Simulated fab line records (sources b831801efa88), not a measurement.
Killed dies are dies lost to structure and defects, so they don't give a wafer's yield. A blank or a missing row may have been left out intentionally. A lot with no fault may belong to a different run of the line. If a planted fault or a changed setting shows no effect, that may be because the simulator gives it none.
fab line records	flow sky130
record lots=5	wafers=15	last_day=50
route steps=708 shown VIA2@527 METAL3@532 CAPM@537 PAD_OPEN@708
lots that met no fault: taken from a fault-free run of the same line
start_h: hours from the record's opening day to when the first of the lot's shown wafers began	wait_h: hours elapsed since this lot's preceding step	" repeats the value in the row above	L1.1+2: several wafers, shown together as one row	- no value, or no start given	* or withheld: withheld	< > ~ a bound
route shown NAME@n: a module of which the file shows steps, and the number in the route of the first	usual: mean/standard deviation taken from wafers without a fault	same: alike in all rows	chamber/n: place in a boat	sites: the reading at each site	_std_site: how widely they spread, as a standard deviation	_edge_site: mean of outer sites minus mean of inner sites	radius_mm: how far each site lies from the wafer's centre	mask NAME#n: copy n	behind: the most recent tool/chamber to have shaped the wafer	hold: the reason the lot was held/the length of the hold in hours/how it ended	device: whichever transistor did not switch (one of n, p or np)	end of line: the route-end tests of the same wafers	for a step that has no rows: nothing shown but its recipe	killed: dies that structure and defects cost at the first sort, which is not the same as the wafer's yield	map: shows each die of a wafer: x if killed, . if not, _ if none is there
set.NAME: the setting the step ran with; set.NAME@STEP: the setting that earlier step ran with	model.NAME: the simulator's own value behind a step, which no gauge read
lots seen at some steps along the route; tables by step, rows by wafer
services: a tool's chamber out of use, with start hour (start_h, from the record's first day; less than 0 if before it), hours out, and reason
## steps
# step SKY_VIA2_SPUTTER_20
# recipe material=TiN	target_thk_nm=20	chamber_pressure_pa=5	power_w=4000	time_s=80
# step SKY_VIA2_CVD_21
# recipe material=W	target_thk_nm=420	time_s=126.4	temp_c=400	pressure_torr=40
# usual heater_power_w=860/48
lot.wafer	tool	chamber	start_h	wait_h	heater_power_w
L538.1	cvd_w-01	0	906.86	0.0	934
L538.2	"	1	"	"	813
L538.6	"	0	"	"	957
L539.1	cvd_w-01	1	912.70	0.0	810
L539.2	"	0	"	"	945
L539.3	"	1	"	"	823
L545.1	cvd_w-02	1	949.96	0.0	870
L545.2	"	0	"	"	818
L545.5	"	0	"	"	832
L547.1	cvd_w-02	1	972.47	0.0	855
L547.2	"	0	"	"	811
L547.3	"	0	"	"	816
L554.3	cvd_w-02	0	1023.55	0.1	832
L554.5	"	0	"	"	820
L554.6	"	1	"	"	881
# step SKY_VIA2_RS_MEAS_22
# recipe thk_meas_gauge=four-point-probe	reads=W_of_VIA2_CVD_21+TiN_of_VIA2_SPUTTER_20
# usual VIA2_W_RS=0.272/0.0036
lot.wafer	tool	chamber	start_h	wait_h	VIA2_W_RS[ohm/sq]
L538.1	film_metro-04	-	906.99	0.1	0.270
L538.2	"	-	"	"	0.274
L538.6	"	-	"	"	0.267
L539.1	film_metro-03	-	912.83	0.1	0.272
L539.2	"	-	"	"	0.271
L539.3	"	-	"	"	0.274
L545.1	film_metro-01	-	950.13	0.1	0.271
L545.2	"	-	"	"	0.278
L545.5	"	-	"	"	0.275
L547.1	film_metro-03	-	972.60	0.1	0.270
L547.2	"	-	"	"	0.275
L547.3	"	-	"	"	0.276
L554.3	film_metro-03	-	1023.68	0.1	0.273
L554.5	"	-	"	"	0.270
L554.6	"	-	"	"	0.267
# step SKY_VIA2_THK_MEAS_23
# recipe thk_meas_gauge=xrf	reads=W_of_VIA2_CVD_21
# usual VIA2_W_THK=417/5.9
lot.wafer	tool	chamber	start_h	wait_h	VIA2_W_THK[nm]
L538.1	film_metro-04	-	907.11	0.1	417
L538.2	"	-	"	"	413
L538.6	"	-	"	"	421
L539.1	film_metro-03	-	912.95	0.1	420
L539.2	"	-	"	"	425
L539.3	"	-	"	"	419
L545.1	film_metro-01	-	950.25	0.1	421
L545.2	"	-	"	"	409
L545.5	"	-	"	"	410
L547.1	film_metro-03	-	972.72	0.1	419
L547.2	"	-	"	"	408
L547.3	"	-	"	"	407
L554.3	film_metro-03	-	1023.78	0.1	420
L554.5	"	-	"	"	422
L554.6	"	-	"	"	427
# step SKY_VIA2_CMP_24
# recipe stop_on=SiO2	t_overpolish_s=20	down_force_psi=3.5	platen_rpm=60	target_thk_nm=0	pad_velocity_m_s=0.94248
# step SKY_METAL3_SPUTTER_00
# recipe material=Ti	target_thk_nm=15	power_w=3000	time_s=10	chamber_pressure_pa=0.4
# step SKY_METAL3_SPUTTER_01
# recipe material=TiN	target_thk_nm=20	power_w=6500	time_s=16.7	chamber_pressure_pa=0.4
# usual throttle_valve_pct=29.9/1.1
lot.wafer	tool	chamber	start_h	wait_h	throttle_valve_pct
L538.1	pvd_sputter-01	-	907.49	0.0	30.9
L538.2	"	-	"	"	29.1
L538.6	"	-	"	"	29.5
L539.1	pvd_sputter-04	-	913.34	0.0	30.2
L539.2	"	-	"	"	27.5
L539.3	"	-	"	"	30.9
L545.1	pvd_sputter-03	-	950.64	0.0	30.2
L545.2	"	-	"	"	30.9
L545.5	"	-	"	"	30.8
L547.1	pvd_sputter-04	-	973.19	0.0	30.3
L547.2	"	-	"	"	30.0
L547.3	"	-	"	"	30.8
L554.3	pvd_sputter-01	-	1024.14	0.0	30.7
L554.5	"	-	"	"	29.1
L554.6	"	-	"	"	30.6
# step SKY_METAL3_SPUTTER_02
# recipe material=AlCu	target_thk_nm=735	power_w=10600	time_s=40.78	chamber_pressure_pa=0.4
# step SKY_METAL3_SPUTTER_03
# recipe material=Ti	target_thk_nm=5	power_w=3000	time_s=3.3	chamber_pressure_pa=0.4
# step SKY_METAL3_SPUTTER_04
# recipe material=TiN	target_thk_nm=70	power_w=6500	time_s=58.3	chamber_pressure_pa=0.4
# step SKY_CAPM_CVD_00
# recipe material=SiO2	target_thk_nm=15.5	temp_c=400	time_s=withheld	rf_w=450
# usual heater_power_w=718/91
lot.wafer	tool	chamber	start_h	wait_h	heater_power_w
L538.1	pecvd-04	1	907.62	0.0	650
L538.2	"	0	"	"	668
L538.6	"	0	"	"	685
L539.1	pecvd-02	2	913.49	0.0	822
L539.2	"	1	"	"	799
L539.3	"	0	"	"	566
L545.1	pecvd-02	1	950.77	0.0	798
L545.2	"	0	"	"	611
L545.5	"	1	"	"	809
L547.1	pecvd-02	2	973.32	0.0	797
L547.2	"	0	"	"	591
L547.3	"	1	"	"	675
L554.3	pecvd-02	0	1024.28	0.0	560
L554.5	"	0	"	"	588
L554.6	"	2	"	"	678
# step SKY_CAPM_THK_MEAS_01
# recipe reads=SiO2_of_CAPM_CVD_00
# usual CAPM_CVD_00_THK=15.59/0.25
lot.wafer	tool	chamber	start_h	wait_h	CAPM_CVD_00_THK[nm]
L538.1	film_metro-01	-	907.64	-	15.48
L538.2	"	-	"	"	15.46
L538.6	"	-	"	"	15.69
L539.1	film_metro-02	-	913.51	-	15.36
L539.2	"	-	"	"	15.52
L539.3	"	-	"	"	15.90
L545.1	film_metro-03	-	950.79	-	15.54
L545.2	"	-	"	"	15.93
L545.5	"	-	"	"	15.74
L547.1	film_metro-02	-	973.34	-	15.30
L547.2	"	-	"	"	15.96
L547.3	"	-	"	"	15.29
L554.3	film_metro-03	-	1024.33	-	15.91
L554.5	"	-	"	"	15.90
L554.6	"	-	"	"	15.46
# step SKY_CAPM_SPUTTER_02
# recipe material=TiN	target_thk_nm=200	temp_c=300	power_w=6500	time_s=166.7	chamber_pressure_pa=0.4
# usual throttle_valve_pct=30.3/0.79
lot.wafer	tool	chamber	start_h	wait_h	throttle_valve_pct	model.TiN_of_CAPM_SPUTTER_02.thk_nm
L538.1	pvd_sputter-02	-	907.70	0.1	30.7	197.9
L538.2	"	-	"	"	29.8	199.8
L538.6	"	-	"	"	29.5	199
L539.1	pvd_sputter-02	-	913.57	0.1	30.8	200.7
L539.2	"	-	"	"	29.9	204
L539.3	"	-	"	"	31.2	203.9
L545.1	pvd_sputter-04	-	950.85	0.1	28.1	204.3
L545.2	"	-	"	"	30.1	202.7
L545.5	"	-	"	"	30.6	203.2
L547.1	pvd_sputter-02	-	973.40	0.1	29.9	202.4
L547.2	"	-	"	"	30.7	199.5
L547.3	"	-	"	"	29.6	195.8
L554.3	pvd_sputter-03	-	1024.37	0.0	29.9	201.1
L554.5	"	-	"	"	30.3	201
L554.6	"	-	"	"	30.2	200.7
# step SKY_CAPM_RS_MEAS_03
# recipe thk_meas_gauge=four-point-probe	reads=TiN_of_CAPM_SPUTTER_02
# usual CAPM_TIN_RS=6.87/0.074
lot.wafer	tool	chamber	start_h	wait_h	CAPM_TIN_RS[ohm/sq]
L538.1	film_metro-02	-	907.81	0.1	6.98
L538.2	"	-	"	"	6.92
L538.6	"	-	"	"	6.94
L539.1	film_metro-03	-	913.68	0.1	6.88
L539.2	"	-	"	"	6.76
L539.3	"	-	"	"	6.78
L545.1	film_metro-01	-	950.96	0.1	6.77
L545.2	"	-	"	"	6.78
L545.5	"	-	"	"	6.78
L547.1	film_metro-03	-	973.51	0.1	6.82
L547.2	"	-	"	"	6.93
L547.3	"	-	"	"	7.07
L554.3	film_metro-03	-	1024.54	0.1	6.86
L554.5	"	-	"	"	6.87
L554.6	"	-	"	"	6.88
# step SKY_CAPM_THK_MEAS_04
# recipe thk_meas_gauge=xrf	reads=TiN_of_CAPM_SPUTTER_02
# usual CAPM_TIN_THK=201.2/2.3
lot.wafer	tool	chamber	start_h	wait_h	CAPM_TIN_THK[nm]
L538.1	film_metro-02	-	907.93	0.1	197.8
L538.2	"	-	"	"	198.3
L538.6	"	-	"	"	197.6
L539.1	film_metro-03	-	913.80	0.1	200.8
L539.2	"	-	"	"	204.2
L539.3	"	-	"	"	204.1
L545.1	film_metro-01	-	951.08	0.1	205.0
L545.2	"	-	"	"	202.0
L545.5	"	-	"	"	203.5
L547.1	film_metro-03	-	973.63	0.1	202.3
L547.2	"	-	"	"	199.7
L547.3	"	-	"	"	194.5
L554.3	film_metro-03	-	1024.64	0.1	201.1
L554.5	"	-	"	"	201.3
L554.6	"	-	"	"	200.4
# step SKY_CAPM_DEHYDRATE_05
# recipe temp_c=200	time_s=60
# step SKY_CAPM_HMDS_06
# recipe prime_time_s=60	prime_temp_c=120
# step SKY_CAPM_COAT_07
# recipe resist=NOVOLAK	spin_rpm=3000	resist_thk_nm=1140
# step SKY_CAPM_SOFTBAKE_08
# recipe temp_c=90	time_s=60	resist=NOVOLAK
# step SKY_CAPM_EXPOSE_09
# recipe mask_id=CAPM	na=0.6	source_shape=conventional	sigma_outer=0.6	polarization=unpolarized	target_cd_nm=1000	dose_mj=159
# step SKY_CAPM_PEB_10
# recipe temp_c=withheld	time_s=*	resist=NOVOLAK
# step SKY_CAPM_DEVELOP_11
# recipe resist=NOVOLAK	developer=TMAH	develop_time_s=60	dev_temp_c=23
# step SKY_CAPM_OVL_MEAS_12
# usual CAPM_OVL=-0.8/1.6
lot.wafer	tool	chamber	start_h	wait_h	CAPM_OVL[nm]
L538.1	overlay-01	-	932.39	0.1	-1.2
L538.2	"	-	"	"	1.4
L538.6	"	-	"	"	-0.4
L539.1	overlay-02	-	938.18	0.1	-1.3
L539.2	"	-	"	"	-0.6
L539.3	"	-	"	"	0.1
L545.1	overlay-02	-	974.14	0.1	-4.1
L545.2	"	-	"	"	-4.4
L545.5	"	-	"	"	-4.0
L547.1	overlay-01	-	997.24	0.1	-0.8
L547.2	"	-	"	"	-0.5
L547.3	"	-	"	"	-1.2
L554.3	overlay-02	-	1046.35	0.1	-0.5
L554.5	"	-	"	"	-0.5
L554.6	"	-	"	"	0.1
# step SKY_CAPM_METAL_ETCH_13
# recipe target_depth_nm=220	stop_on=SiO2	chemistry=Cl2/BCl3	target=TiN	pressure_mtorr=10	icp_w=900	bias_w=48.5	Cl2_flow_sccm=60	bcl3_flow_sccm=30	time_s=62.9
# usual drypump_motor_current_A=5.65/0.22	oes_product_au=0.944/0.0071	throttle_valve_pct=21.899/0.011
lot.wafer	tool	chamber	start_h	wait_h	drypump_motor_current_A	oes_product_au	rf_hours_counter_h	throttle_valve_pct	model.etch.depth_nm	model.CAPM.feature_depth_nm
L538.1	rie_metal-04	0	932.43	0.0	5.56	0.931	19	21.914	197.9	197.9
L538.2	"	0	"	"	5.52	0.940	-	21.919	199.8	199.8
L538.6	"	0	"	"	5.55	0.938	-	21.898	199	199
L539.1	rie_metal-01	0	938.22	0.0	6.01	0.947	3	21.905	200.7	200.7
L539.2	"	1	"	"	5.37	0.950	19	21.878	204	204
L539.3	"	1	"	"	5.37	0.949	-	21.902	203.9	203.9
L545.1	rie_metal-01	1	974.17	0.0	5.36	0.944	21	21.898	204.3	204.3
L545.2	"	0	"	"	5.97	0.950	5	21.906	202.7	202.7
L545.5	"	0	"	"	5.97	0.952	-	21.893	203.2	203.2
L547.1	rie_metal-02	0	997.27	0.0	5.49	0.947	19	21.901	202.4	202.4
L547.2	"	1	"	"	5.72	0.943	8	21.898	199.5	199.5
L547.3	"	1	"	"	5.72	0.924	-	21.914	195.8	195.8
L554.3	rie_metal-04	0	1046.40	0.0	5.55	0.947	-	21.894	201.1	201.1
L554.5	"	1	"	"	5.92	0.945	-	21.897	201	201
L554.6	"	0	"	"	5.55	0.947	-	21.887	200.7	200.7
# step SKY_CAPM_STRIP_14
# recipe chemistry=O2/N2	power_w=1400	pressure_mtorr=1500	platen_temp_c=withheld	o2_flow_sccm=3000	n2_flow_sccm=300	overash_fraction=0.5
# usual drypump_motor_current_A=5.8/0.36	n2_flow_sccm=300.0/0.85	oes_product_au=0.711/0.0046	strip_time_to_endpoint_s=12.67/0.04
# same overash_fraction=0.5
lot.wafer	tool	chamber	start_h	wait_h	drypump_motor_current_A	n2_flow_sccm	oes_product_au	rf_hours_counter_h	strip_time_to_endpoint_s
L538.1	plasma_asher-01	0	932.58	0.1	6.0	299.4	0.715	106	12.68
L538.2	"	1	"	"	5.6	299.9	0.710	106	12.68
L538.6	"	1	"	"	5.6	299.7	0.709	-	12.63
L539.1	plasma_asher-02	0	938.29	0.1	5.5	299.9	0.710	81	12.67
L539.2	"	1	"	"	6.0	300.3	0.710	81	12.63
L539.3	"	0	"	"	5.5	300.8	0.709	-	12.67
L545.1	plasma_asher-04	1	974.25	0.1	6.7	298.1	0.713	20	12.67
L545.2	"	0	"	"	5.4	299.3	0.709	20	12.74
L545.5	"	0	"	"	5.3	300.2	0.711	-	12.66
L547.1	plasma_asher-02	1	997.35	0.1	5.9	301.1	0.717	88	12.66
L547.2	"	0	"	"	5.5	300.7	0.701	88	12.63
L547.3	"	1	"	"	6.0	300.8	0.720	-	12.63
L554.3	plasma_asher-04	0	1046.48	0.1	5.3	300.3	0.714	-	12.70
L554.5	"	1	"	"	6.7	299.1	0.709	-	12.69
L554.6	"	0	"	"	5.4	299.9	0.707	-	12.70
# step SKY_CAPM_STRIP_15
# recipe chemistry=post_etch_residue_remover	time_s=1200	temp_c=72.5
# step SKY_CAPM_CLEAN_16
# recipe chemistry=IPA	time_s=180	temp_c=25
# step SKY_CAPM_CLEAN_17
# recipe chemistry=O3/DIW	dry=n2_spin
# step SKY_METAL3_DEHYDRATE_05
# recipe temp_c=200	time_s=60
# step SKY_METAL3_HMDS_06
# recipe prime_time_s=60	prime_temp_c=120
# step SKY_METAL3_COAT_07
# recipe resist=BARC	temp_c=withheld	time_s=withheld	spin_rpm=3000	resist_thk_nm=60
# step SKY_METAL3_COAT_08
# recipe resist=KrF-thick	spin_rpm=3000	resist_thk_nm=1140
# step SKY_METAL3_SOFTBAKE_09
# recipe temp_c=100	time_s=90	resist=KrF-thick
# step SKY_METAL3_EXPOSE_10
# recipe mask_id=MM3	na=0.68	source_shape=annular	sigma_inner=0.4	sigma_outer=0.8	target_cd_nm=300	dose_mj=28
# step SKY_METAL3_PEB_11
# recipe peb_temp_c=withheld	peb_time_s=withheld	resist=KrF-thick
# step SKY_METAL3_DEVELOP_12
# recipe develop_time_s=60	resist=KrF-thick	dev_temp_c=21
# step SKY_METAL3_CD_MEAS_13
# recipe target_cd_nm=300
# usual cd_nm=300.0/1.5
lot.wafer	tool	chamber	start_h	wait_h	cd_nm
L538.1	cd_sem-01	-	957.79	-	299.3
L538.2	"	-	"	"	298.9
L538.6	"	-	"	"	299.2
L539.1	cd_sem-02	-	963.44	-	297.8
L539.2	"	-	"	"	298.2
L539.3	"	-	"	"	298.2
L545.1	cd_sem-02	-	997.89	-	300.4
L545.2	"	-	"	"	300.0
L545.5	"	-	"	"	299.9
L547.1	cd_sem-02	-	1020.64	-	300.1
L547.2	"	-	"	"	301.2
L547.3	"	-	"	"	300.4
L554.3	cd_sem-01	-	1068.18	-	298.9
L554.5	"	-	"	"	299.0
L554.6	"	-	"	"	299.2
# step SKY_METAL3_OVL_MEAS_14
# usual METAL3_OVL=3/5.6
lot.wafer	tool	chamber	start_h	wait_h	METAL3_OVL[nm]
L538.1	overlay-02	-	957.91	0.1	11
L538.2	"	-	"	"	10
L538.6	"	-	"	"	11
L539.1	overlay-01	-	963.56	0.1	7
L539.2	"	-	"	"	4
L539.3	"	-	"	"	7
L545.1	overlay-02	-	998.01	0.1	-10
L545.2	"	-	"	"	-3
L545.5	"	-	"	"	0
L547.1	overlay-02	-	1020.76	0.1	-11
L547.2	"	-	"	"	-1
L547.3	"	-	"	"	8
L554.3	overlay-02	-	1068.28	0.1	-4
L554.5	"	-	"	"	-1
L554.6	"	-	"	"	-9
# step SKY_METAL3_DESCUM_15
# recipe chemistry=O2	source_power_w=150	bias_power_w=0	pressure_mtorr=10	temp_c=40	time_s=8
# step SKY_METAL3_ETCH_16
# recipe chemistry=N2/H2	target=BARC	ion_energy_ev=200	bias_w=100	pressure_mtorr=30	n2_flow_sccm=100	h2_flow_sccm=200	icp_w=500	stop_on=SiO2	time_s=88.2	target_depth_a=600
# usual drypump_motor_current_A=5.84/0.26	n2_flow_sccm=99.98/0.29	oes_product_au=0.625/0.0046	throttle_valve_pct=13.206/0.0086
lot.wafer	tool	chamber	start_h	wait_h	drypump_motor_current_A	n2_flow_sccm	oes_product_au	rf_hours_counter_h	throttle_valve_pct
L538.1	rie_metal-01	1	957.97	0.0	5.38	99.52	0.631	20	13.215
L538.2	"	0	"	"	6.00	99.99	0.622	4	13.202
L538.6	"	1	"	"	5.38	99.88	0.627	-	13.203
L539.1	rie_metal-03	0	963.66	0.1	6.08	99.54	0.623	21	13.205
L539.2	"	0	"	"	6.09	100.28	0.624	-	13.189
L539.3	"	0	"	"	6.09	99.76	0.624	-	13.201
L545.1	rie_metal-03	0	998.11	0.1	6.08	100.55	0.626	24	13.196
L545.2	"	0	"	"	6.10	100.20	0.633	-	13.208
L545.5	"	0	"	"	6.07	100.29	0.624	-	13.193
L547.1	rie_metal-02	1	1020.83	0.0	5.68	99.79	0.626	10	13.208
L547.2	"	0	"	"	5.50	100.07	0.622	20	13.215
L547.3	"	1	"	"	5.67	99.97	0.634	-	13.209
L554.3	rie_metal-02	1	1068.37	0.0	5.70	99.99	0.630	-	13.208
L554.5	"	0	"	"	5.51	99.97	0.631	-	13.204
L554.6	"	1	"	"	5.67	100.13	0.628	-	13.198
# step SKY_METAL3_ETCH_17
# recipe target=SiO2	stop_on=TiN	chemistry=C4F8/O2/Ar	source_w=1500	bias_w=1200	pressure_mtorr=40	c4f8_flow_sccm=withheld	O2_flow_sccm=6	Ar_flow_sccm=300	time_s=3.9	target_depth_a=150
# step SKY_METAL3_METAL_ETCH_18
# recipe target_depth_a=8450	stop_on=SiO2	over_etch_frac=0.3	time_s=183.1	chemistry=Cl2/BCl3	resist_sidewall_deg=88	pressure_mtorr=10	icp_w=900	bias_w=48.5	Cl2_flow_sccm=60	bcl3_flow_sccm=30
# step SKY_METAL3_STRIP_20
# recipe chemistry=post_etch_residue_remover	time_s=1200	temp_c=72.5
lot.wafer	tool	chamber	start_h	wait_h	model.TiN_of_CAPM_SPUTTER_02.thk_nm
L538.1	wet_bench-04	0	958.37	0.1	197.1
L538.2	"	0	"	"	199
L538.6	"	0	"	"	198.1
L539.1	wet_bench-01	0	964.15	0.1	199.8
L539.2	"	0	"	"	203.2
L539.3	"	0	"	"	203
L545.1	wet_bench-01	3	998.61	0.1	203.4
L545.2	"	3	"	"	201.9
L545.5	"	3	"	"	202.4
L547.1	wet_bench-01	0	1021.42	0.1	201.5
L547.2	"	0	"	"	198.6
L547.3	"	0	"	"	195
L554.3	wet_bench-01	1	1068.73	0.0	200.3
L554.5	"	1	"	"	200.2
L554.6	"	1	"	"	199.9
# step SKY_PAD_OPEN_PROBE_99
# usual defect_limited_yield=82.1/1.9	killed_at_M0_to_M3=45/6.8	killed_at_M4_up=3.0/1.7	killed_at_contacts=25/5.7	killed_at_front_end=15/4.6	killed_at_other=0.3/0.66	killed_dies=88/9.5	killed_open=48/7.3	killed_short=39/6.5	sort_bin_3_pad_short=0.9/0.47	sort_bin_5_function=10.6/1.5	sort_bin_6_memory=6.4/1.2	sort_n_pass=404/9.5	sort_yield_pct=82.1/1.9
# same gross_dies=492	killed_at_back_side=0	sort_bin_4_leakage[%]=0	sort_bin_8_speed[%]=0
lot.wafer	tool	chamber	start_h	wait_h	defect_limited_yield[%]	killed_at_M0_to_M3	killed_at_M4_up	killed_at_contacts	killed_at_front_end	killed_at_other	killed_dies	killed_open	killed_short	sort_bin_3_pad_short[%]	sort_bin_5_function[%]	sort_bin_6_memory[%]	sort_n_pass	sort_yield_pct[%]	model.etest.cap_mim.plate_ohm_sq
L538.1	prober-01	-	1119.95	0.1	79.5	43	3	29	25	1	101	48	50	0.8	12.0	7.7	391	79.5	6.051
L538.2	prober-01	-	1120.00	0.1	83.5	42	5	19	15	0	81	46	35	1.4	9.3	5.7	411	83.5	6.023
L538.6	prober-01	-	1120.20	0.2	84.8	37	2	28	6	2	75	42	31	0.2	7.9	7.1	417	84.8	6.043
L539.1	prober-02	-	1126.40	0.1	82.7	39	4	23	18	1	85	48	37	0.6	9.1	7.5	407	82.7	6.017
L539.2	prober-02	-	1126.45	0.1	81.3	58	0	19	15	0	92	51	38	1.4	10.8	6.5	400	81.3	5.875
L539.3	prober-02	-	1126.50	0.2	82.5	39	2	23	22	0	86	49	37	0.8	10.6	6.1	406	82.5	5.884
L545.1	prober-02	-	1154.10	0.1	83.9	45	3	19	12	0	79	47	32	1.4	10.0	4.7	413	83.9	5.877
L545.2	prober-02	-	1154.15	0.1	82.1	34	3	37	12	2	88	50	38	1.0	10.2	6.7	404	82.1	5.882
L545.5	prober-02	-	1154.30	0.2	81.9	40	2	32	15	0	89	45	43	0.8	11.4	5.9	403	81.9	5.882
L547.1	prober-02	-	1170.60	0.1	85.2	39	3	17	14	0	73	35	37	0	10.6	4.3	419	85.2	5.919
L547.2	prober-02	-	1170.65	0.1	81.1	32	3	35	21	2	93	48	42	1.0	11.4	6.5	399	81.1	6.04
L547.3	prober-02	-	1170.70	0.2	83.3	39	3	21	18	1	82	47	31	1.0	6.9	8.7	410	83.3	6.109
L554.3	prober-02	-	1205.91	0.2	80.1	50	5	32	10	1	98	50	48	2.0	9.6	8.3	394	80.1	5.945
L554.5	prober-02	-	1206.01	0.2	81.9	30	1	30	28	0	89	52	37	0.8	10.6	6.7	403	81.9	5.927
L554.6	prober-02	-	1206.06	0.2	82.1	48	1	23	16	0	88	41	47	0.8	11.4	5.7	404	82.1	6.035
# killed by level:class
L538.1 CONTACT:geometric_particle:open=13 METAL2:geometric_particle:short=9 VIA1:geometric_particle:open=7 FIELD_ISO:geometric_particle:open=6 VIA3:geometric_particle:open=6 POLY_GATE:geometric_particle:short=5 LI_CONTACT:geometric_particle:short=5 LI_CONTACT:geometric_particle:open=5
L538.2 VIA1:geometric_particle:open=9 LI_CONTACT:geometric_particle:open=7 CONTACT:geometric_particle:open=6 VIA3:geometric_particle:short=6 FIELD_ISO:geometric_particle:open=5 VIA3:geometric_particle:open=5 METAL4:geometric_particle:short=5 FIELD_ISO:geometric_particle:short=4
L538.6 LI_CONTACT:geometric_particle:open=12 VIA1:geometric_particle:open=8 VIA2:geometric_particle:open=7 CONTACT:geometric_particle:open=6 LI_CONTACT:geometric_particle:short=5 METAL2:geometric_particle:short=5 METAL1:geometric_particle:short=4 VIA1:geometric_particle:short=4
L539.1 CONTACT:geometric_particle:open=9 VIA2:geometric_particle:open=7 FIELD_ISO:geometric_particle:short=6 LI_CONTACT:geometric_particle:open=6 VIA1:geometric_particle:open=6 VIA1:geometric_particle:short=6 FIELD_ISO:geometric_particle:open=5 POLY_GATE:geometric_particle:open=5
L539.2 VIA2:geometric_particle:open=12 VIA1:geometric_particle:open=10 METAL2:geometric_particle:short=8 CONTACT:geometric_particle:open=8 VIA3:geometric_particle:open=7 VIA1:geometric_particle:short=6 FIELD_ISO:geometric_particle:short=5 LI_CONTACT:geometric_particle:open=5
L539.3 CONTACT:geometric_particle:open=10 FIELD_ISO:geometric_particle:open=7 POLY_GATE:geometric_particle:open=7 VIA3:geometric_particle:open=7 VIA1:geometric_particle:open=6 METAL2:geometric_particle:short=6 FIELD_ISO:geometric_particle:short=5 CONTACT:geometric_particle:short=5
L545.1 VIA2:geometric_particle:open=10 VIA3:geometric_particle:open=9 VIA1:geometric_particle:open=8 LI_CONTACT:geometric_particle:open=6 FIELD_ISO:geometric_particle:short=5 CONTACT:geometric_particle:open=5 VIA1:geometric_particle:short=4 METAL1:geometric_particle:short=4
L545.2 CONTACT:geometric_particle:open=12 VIA1:geometric_particle:open=11 LOCAL_INTERCONNECT:geometric_particle:short=10 LI_CONTACT:geometric_particle:open=8 FIELD_ISO:geometric_particle:short=4 METAL1:geometric_particle:short=4 METAL3:geometric_particle:short=4 METAL2:geometric_particle:short=4
L545.5 VIA1:geometric_particle:open=9 CONTACT:geometric_particle:short=8 CONTACT:geometric_particle:open=8 LI_CONTACT:geometric_particle:open=7 LOCAL_INTERCONNECT:geometric_particle:short=6 METAL1:geometric_particle:short=6 FIELD_ISO:geometric_particle:open=5 POLY_GATE:geometric_particle:short=5
L547.1 METAL1:geometric_particle:short=7 VIA3:geometric_particle:open=7 CONTACT:geometric_particle:short=5 VIA1:geometric_particle:open=5 VIA2:geometric_particle:open=5 LI_CONTACT:geometric_particle:open=4 FIELD_ISO:geometric_particle:open=3 FIELD_ISO:geometric_particle:short=3
L547.2 CONTACT:geometric_particle:open=15 METAL1:geometric_particle:short=7 LI_CONTACT:geometric_particle:open=6 CONTACT:geometric_particle:short=6 POLY_GATE:geometric_particle:open=5 SPACER:geometric_particle:open=5 LOCAL_INTERCONNECT:geometric_particle:short=5 FIELD_ISO:geometric_particle:open=4
L547.3 VIA1:geometric_particle:open=7 VIA3:geometric_particle:open=7 LI_CONTACT:geometric_particle:open=6 VIA2:geometric_particle:open=6 POLY_GATE:geometric_particle:open=5 CONTACT:geometric_particle:open=5 CONTACT:geometric_particle:short=5 METAL2:geometric_particle:short=4
L554.3 CONTACT:geometric_particle:open=10 VIA1:geometric_particle:open=10 LI_CONTACT:geometric_particle:open=9 VIA2:geometric_particle:open=9 METAL1:geometric_particle:short=7 VIA1:geometric_particle:short=7 LOCAL_INTERCONNECT:geometric_particle:short=6 VIA2:geometric_particle:short=5
L554.5 CONTACT:geometric_particle:open=14 POLY_GATE:geometric_particle:open=12 VIA3:geometric_particle:open=7 LI_CONTACT:geometric_particle:short=6 VIA1:geometric_particle:open=6 FIELD_ISO:geometric_particle:short=5 POLY_GATE:geometric_particle:short=5 CONTACT:geometric_particle:short=4
L554.6 METAL1:geometric_particle:short=11 VIA1:geometric_particle:open=9 LI_CONTACT:geometric_particle:open=7 METAL2:geometric_particle:short=7 LOCAL_INTERCONNECT:geometric_particle:short=6 CONTACT:geometric_particle:open=6 VIA3:geometric_particle:open=6 POLY_GATE:geometric_particle:short=5
## services
tool	chamber	start_h	hours	kind
rie_metal-04	0	884.09	6.3	repair
plasma_asher-04	-	886.61	0.6	repair
rie_metal-01	1	887.43	10.9	repair
cvd_w-01	-	901.63	0.6	repair
plasma_asher-02	-	903.39	2.8	pm
cvd_w-02	-	904.00	14.0	pm
rie_metal-04	1	904.68	99.6	repair
rie_metal-02	-	905.43	2.8	pm
plasma_asher-04	-	910.85	0.7	repair
rie_metal-02	0	918.22	1.0	repair
cvd_w-01	-	919.61	1.2	repair
rie_metal-02	1	920.77	2.5	repair
plasma_asher-04	-	926.31	28.1	pm
rie_metal-03	1	936.64	28.2	repair
cvd_w-01	1	974.28	2.7	repair
cvd_w-01	-	977.76	2.4	repair
plasma_asher-04	-	991.30	8.7	repair
rie_metal-03	1	992.30	8.1	repair
pecvd-02	-	1006.86	1.7	repair
cvd_w-02	1	1039.39	17.4	repair
rie_metal-03	-	1045.26	1.4	repair
rie_metal-02	-	1045.87	0.3	repair
cvd_w-02	0	1048.24	12.3	repair
pvd_sputter-01	-	1049.02	1.7	repair
## key
first_sign none at tools or gauges
model_effect step=SKY_CAPM_SPUTTER_02	value=TiN_of_CAPM_SPUTTER_02.thk_nm	without=202.3	struck=195.8
model_effect step=SKY_CAPM_METAL_ETCH_13	value=etch.depth_nm	without=202.3	struck=195.8
model_effect step=SKY_METAL3_STRIP_20	value=TiN_of_CAPM_SPUTTER_02.thk_nm	without=201.5	struck=195
model_effect step=SKY_PAD_OPEN_PROBE_99	value=etest.cap_mim.plate_ohm_sq	without=5.912	struck=6.109
met_at SKY_CAPM_SPUTTER_02
struck_wafers L547.3
onset_between 907.70 973.40
fault kind=process_parameter_drift	tool=pvd_sputter-02	chamber=-	onset_h=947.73	steps=SKY_CAPM_SPUTTER_02	channel=time_s	offset=*	shape=step	end_h=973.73	acts_in=*	stated=*	scope=struck_wafers_only
